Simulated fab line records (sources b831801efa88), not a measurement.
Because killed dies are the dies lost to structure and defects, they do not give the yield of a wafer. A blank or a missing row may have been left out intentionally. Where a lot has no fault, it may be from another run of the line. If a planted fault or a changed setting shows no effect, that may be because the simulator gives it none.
Chamber matching | flow gf180mcu | cmp-02 running GF_CONTACT_CMP_04: 4 sister chambers
The step polishes SiO2. 4 wafers are shown with their chamber, then 7 later ones without.

== WAFERS WITH THEIR CHAMBER ==
wafer  | chamber | motor-current-A (A)
L469.3 | 1       | 10.5
L470.1 | 3       | 13.4
L473.1 | 0       | 13.1
L473.3 | 2       | 12.6

== WAFERS WHOSE CHAMBER IS MISSING ==
wafer  | motor-current-A (A)
L473.5 | 13.3
L479.3 | 13.0
L479.4 | 10.5
L479.6 | 12.4
L482.4 | 12.3
L482.5 | 12.8
L482.6 | 12.4

== WHICH CHAMBER EACH ONE RAN IN ==
wafer  | from the rows above          | in truth
L473.5 | can't be placed: 3 or 0      | 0
L479.3 | can't be placed: 0 or 2 or 3 | 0
L479.4 | 1                            | 1
L479.6 | 2                            | 2
L482.4 | 2                            | 2
L482.5 | can't be placed: 2 or 0      | 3
L482.6 | 2                            | 2
Correctly placed: 4 of 7. From these rows, 3 cannot be placed; in 2 the true chamber is one of the candidates. Wrongly placed: 0.
How it was worked out, from the rows above alone: a wafer's distance from a chamber is the root of the sum, over the readings, of the square of ((its reading less the chamber's mean) divided by the reading's scatter). If the next closest chamber is less than 2 further off than the closest, the wafer can't be placed; otherwise it belongs to the closest. The mean given for a chamber averages the wafers shown for that chamber. The scatter: with one shown wafer a chamber, the root of the mean of the squares of how far each hidden wafer lies from its nearest shown one.
